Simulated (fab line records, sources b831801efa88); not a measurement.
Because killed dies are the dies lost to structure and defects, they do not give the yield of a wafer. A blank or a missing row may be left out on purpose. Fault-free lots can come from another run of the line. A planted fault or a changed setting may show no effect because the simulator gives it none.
A lot that was struck, set against a sound lot -- flow gf180mcu -- 14 out of 602 route steps
Sound: wafers L916.1, L916.2, L916.5. Struck: wafers L918.2, L918.3, L918.6. At the end, the cause is stated.
Order at every step that has rows: each side's tool, ch and its chambers, its first start. Under that, the readings that differ: sound wafers -- struck wafers -- difference of the means -- sigmas: that difference in standard deviations of wafers without a fault.
alike: same words and numbers on both sides, and readings whose means sit less than 2 such deviations apart. not compared: any withheld reading, any reading some wafer has no value for, any bound like >300 that may hide the same value, and any number with overlapping values for which the record gives no deviation.
The two part at a step that has a row with sigmas, a row that says differs or no value, or rows on one side only. When numbers do not overlap yet have no deviation, they are printed without sigmas and do not part them. A reading that every wafer of one side lacks parts them only if that side has two wafers or more.

first, 4 steps without rows for these wafers: GF_VT_IMPLANT_SOFTBAKE_25 (time 60 s); GF_VT_IMPLANT_EXPOSE_26 (exposes mask LVPWELL HV AREA, target cd 860 nm); GF_VT_IMPLANT_PEB_27; GF_VT_IMPLANT_DEVELOP_28 (develop time 60 s).
GF_VT_IMPLANT_OVL_MEAS_29:
  struck on overlay-02, day 12 05:08; sound on overlay-01, day 11 20:32
  alike: VT_IMPLANT_02_OVL
following that, these wafers have no rows for 1 step: GF_VT_IMPLANT_IMPLANT_30.
GF_VT_IMPLANT_STRIP_31: strips in O2/N2.
  sound on plasmaAsher-03 ch 0,1, day 11 20:43; struck on plasmaAsher-03 ch 0, day 12 05:19
  alike: drypumpMotorCurrentA, heaterPowerW, o2FlowSccm, oesProductAu, platenTempC, stripTimeToEndpointS
  not compared: rfHoursCounterH
GF_VT_IMPLANT_TW_MEAS_32:
  struck on filmMetro-02, day 12 05:26; sound on filmMetro-01, day 11 20:49
  alike: VT_IMPLANT_3_TW
then, 4 steps without rows for these wafers: GF_VT_IMPLANT_DEHYDRATE_33 (time 60 s); GF_VT_IMPLANT_HMDS_34 (prime time 60 s); GF_VT_IMPLANT_COAT_35 (resist thk 1000 nm); GF_VT_IMPLANT_SOFTBAKE_36 (time 60 s).
GF_VT_IMPLANT_EXPOSE_37: exposes mask Nwell HV AREA, target cd 860 nm.
  struck on ilineStepper-01, day 12 15:05; sound on ilineStepper-02 ch 0, day 12 06:20
  no value came back on the struck wafers for exposureDoseMJCm2, focusOffsetNm (nm); on the sound wafers exposureDoseMJCm2 reads 140.14 140.11 139.94
reading,sound,struck,difference,sigmas
model.VT_IMPLANT.overlayXNm (nm),0.04297 0.04297 0.04297,0.6499 0.6499 0.6499,+0.6069,
  alike: mask
following that, these wafers have no rows for 1 step: GF_VT_IMPLANT_PEB_38.

== WHERE THEY PART ==
Within this record, at GF_VT_IMPLANT_EXPOSE_37 only.

WHY: what the simulator had put in
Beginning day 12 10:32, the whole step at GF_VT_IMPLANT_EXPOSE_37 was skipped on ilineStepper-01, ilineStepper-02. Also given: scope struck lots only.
